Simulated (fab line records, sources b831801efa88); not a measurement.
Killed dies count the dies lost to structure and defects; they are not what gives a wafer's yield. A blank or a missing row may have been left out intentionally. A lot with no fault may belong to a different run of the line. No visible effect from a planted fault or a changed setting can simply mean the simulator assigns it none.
Chamber matching	flow sky130	SKY_VIA1_ETCH_15 on rie_diel-02: 4 sister chambers
The step etches SiO2 in C4F8/O2/Ar, stops on TiN, target depth 351 nm, time 54 s. 18 wafers are shown with their chamber, then 9 later ones without.

== EACH WAFER AND ITS CHAMBER ==
wafer	chamber	oes_product_au (a.u.)
L076.1	3	0.978
L076.5	1	0.985
L076.6	2	0.974
L081.1	0	0.990
L081.3	3	0.971
L081.6	0	0.987
L083.1	0	0.982
L083.2	3	0.985
L083.5	0	0.988
L085.1	3	0.974
L085.2	0	0.986
L085.3	1	0.976
L087.3	0	0.982
L087.4	2	0.978
L087.6	1	0.971
L088.1	2	0.985
L088.2	3	0.981
L088.3	1	0.983

SIGNATURES (averages over the wafers above)
reading	chamber 0	chamber 1	chamber 2	chamber 3	scatter within a chamber
oes_product_au	0.98583	0.97875	0.97900	0.97780	0.00509
Rule: a wafer's distance from a chamber is the root of the sum, over the readings, of the square of ((its reading less the chamber's mean) divided by the reading's scatter). If the next closest chamber is less than 2 further off than the closest, the wafer can't be placed; otherwise it belongs to the closest. The scatter: the root of (the sum of the squares of (reading less its chamber's mean) over the shown wafers, divided by (wafers less chambers)).

== WAFERS WITH NO CHAMBER GIVEN ==
wafer	oes_product_au (a.u.)
L088.4	0.987
L088.5	0.980
L088.6	0.977
L090.1	0.977
L090.3	0.991
L090.4	0.975
L095.1	0.985
L095.3	0.973
L095.6	0.978

== THE CHAMBER EACH PASSED THROUGH ==
wafer	from the rows above	in truth
L088.4	can't be placed: 0 or 2 or 1 or 3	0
L088.5	can't be placed: 2 or 1 or 3 or 0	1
L088.6	can't be placed: 3 or 1 or 2 or 0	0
L090.1	can't be placed: 3 or 1 or 2 or 0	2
L090.3	can't be placed: 0 or 2 or 1 or 3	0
L090.4	can't be placed: 3 or 1 or 2 or 0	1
L095.1	can't be placed: 0 or 2 or 1 or 3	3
L095.3	can't be placed: 3 or 1 or 2 or 0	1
L095.6	can't be placed: 3 or 1 or 2 or 0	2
0 of 9 placed correctly. These rows do not allow placing 9 (true chamber among the candidates in 9). Wrongly placed: 0.
